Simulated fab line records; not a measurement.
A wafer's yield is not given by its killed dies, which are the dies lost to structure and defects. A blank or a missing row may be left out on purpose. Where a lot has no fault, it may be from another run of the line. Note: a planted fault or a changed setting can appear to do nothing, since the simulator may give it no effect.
Which of the tools did it? / flow gf180mcu / 12 lots with 36 wafers sampled at 4 steps, on a route of 602 steps

## WHAT THE GAUGES SHOWED, per wafer
GF_V4_THK_MEAS_01.
lot=L075; measured=day 23 11:46; on=film-metro-02; V4_CVD_00_THK (nm)=587 589 585
lot=L077; measured=day 24 06:46; on=film-metro-04; V4_CVD_00_THK (nm)=598 583 583
lot=L079; measured=day 25 04:52; on=film-metro-04; V4_CVD_00_THK (nm)=593 614 601
lot=L081; measured=day 25 23:23; on=film-metro-01; V4_CVD_00_THK (nm)=596 592 592
lot=L083; measured=day 26 09:55; on=film-metro-02; V4_CVD_00_THK (nm)=590 594 595
lot=L085; measured=day 27 06:28; on=film-metro-02; V4_CVD_00_THK (nm)=607 601 604
lot=L087; measured=day 27 18:07; on=film-metro-04; V4_CVD_00_THK (nm)=595 602 594
lot=L090; measured=day 29 08:46; on=film-metro-04; V4_CVD_00_THK (nm)=617 602 609
lot=L091; measured=day 29 06:35; on=film-metro-01; V4_CVD_00_THK (nm)=601 616 614
lot=L093; measured=day 29 14:52; on=film-metro-04; V4_CVD_00_THK (nm)=612 604 601
lot=L095; measured=day 29 22:28; on=film-metro-02; V4_CVD_00_THK (nm)=603 600 597
lot=L097; measured=day 30 11:14; on=film-metro-01; V4_CVD_00_THK (nm)=600 596 596

## TOOL THAT RAN EACH LOT (tool first, then ch and the chambers of the sampled wafers, then the start)
lot=L075; GF_M4_SPUTTER_01=pvd-sputter-01, day 22 12:01; GF_M4_METAL_ETCH_16=rie-metal-01 ch 0,1, day 23 11:01; GF_M4_STRIP_17=plasma-asher-03 ch 0, day 23 11:08
lot=L077; GF_M4_SPUTTER_01=pvd-sputter-01, day 23 07:26; GF_M4_METAL_ETCH_16=rie-metal-04 ch 0,1, day 24 06:02; GF_M4_STRIP_17=plasma-asher-03 ch 0,1, day 24 06:10
lot=L079; GF_M4_SPUTTER_01=pvd-sputter-03, day 24 06:25; GF_M4_METAL_ETCH_16=rie-metal-02 ch 0,1, day 25 04:06; GF_M4_STRIP_17=plasma-asher-03 ch 0,1, day 25 04:14
lot=L081; GF_M4_SPUTTER_01=pvd-sputter-04, day 25 01:41; GF_M4_METAL_ETCH_16=rie-metal-02 ch 0,1, day 25 22:34; GF_M4_STRIP_17=plasma-asher-01 ch 0,1, day 25 22:42
lot=L083; GF_M4_SPUTTER_01=pvd-sputter-03, day 25 11:55; GF_M4_METAL_ETCH_16=rie-metal-02 ch 0,1, day 26 09:09; GF_M4_STRIP_17=plasma-asher-03 ch 0,1, day 26 09:17
lot=L085; GF_M4_SPUTTER_01=pvd-sputter-01, day 26 08:31; GF_M4_METAL_ETCH_16=rie-metal-04 ch 0, day 27 05:38; GF_M4_STRIP_17=plasma-asher-03 ch 0,1, day 27 05:52
lot=L087; GF_M4_SPUTTER_01=pvd-sputter-04, day 26 21:10; GF_M4_METAL_ETCH_16=rie-metal-02 ch 0,1, day 27 17:23; GF_M4_STRIP_17=plasma-asher-02 ch 0,1, day 27 17:31
lot=L090; GF_M4_SPUTTER_01=pvd-sputter-04, day 27 21:49; GF_M4_METAL_ETCH_16=rie-metal-01 ch 0,1, day 29 08:00; GF_M4_STRIP_17=plasma-asher-02 ch 0,1, day 29 08:08
lot=L091; GF_M4_SPUTTER_01=pvd-sputter-03, day 28 10:23; GF_M4_METAL_ETCH_16=rie-metal-02 ch 0, day 29 05:44; GF_M4_STRIP_17=plasma-asher-01 ch 0, day 29 05:58
lot=L093; GF_M4_SPUTTER_01=pvd-sputter-03, day 28 18:55; GF_M4_METAL_ETCH_16=rie-metal-01 ch 0,1, day 29 14:06; GF_M4_STRIP_17=plasma-asher-03 ch 0,1, day 29 14:14
lot=L095; GF_M4_SPUTTER_01=pvd-sputter-04, day 29 02:15; GF_M4_METAL_ETCH_16=rie-metal-04 ch 0,1, day 29 21:44; GF_M4_STRIP_17=plasma-asher-03 ch 0,1, day 29 21:52
lot=L097; GF_M4_SPUTTER_01=pvd-sputter-03, day 29 15:57; GF_M4_METAL_ETCH_16=rie-metal-01 ch 0, day 30 10:30; GF_M4_STRIP_17=plasma-asher-02 ch 0,1, day 30 10:38
- GF_M4_SPUTTER_01: material TiN, target thk 30 nm, time 25 s.
- GF_M4_METAL_ETCH_16: etches the open film in Cl2/BCl3, stops on SiO2, target depth 750.8 nm, time 125.1 s.
- GF_M4_STRIP_17: strips in O2/N2.

## THE ANSWER, worked out from the rows above alone
Rule: what is usual is taken from the lots themselves. The widest of any qualifying gaps counts: lots, ordered by their means at a reading, are off when they make up no more than a third of the lots, leave a main group of 4 or more, and stand apart from it by 3 or more times the standard deviation of that group's means. If all means in a main group match to the digits the tables above print for the reading, that group is not used. Also off: a lot with no number at a reading for which 4 or more lots have one. Where the step has rows for the other lots, those lots are counted as sound.
Nothing can be told from this: no lot is off at any reading shown.

## WHAT THE SIMULATOR PUT IN
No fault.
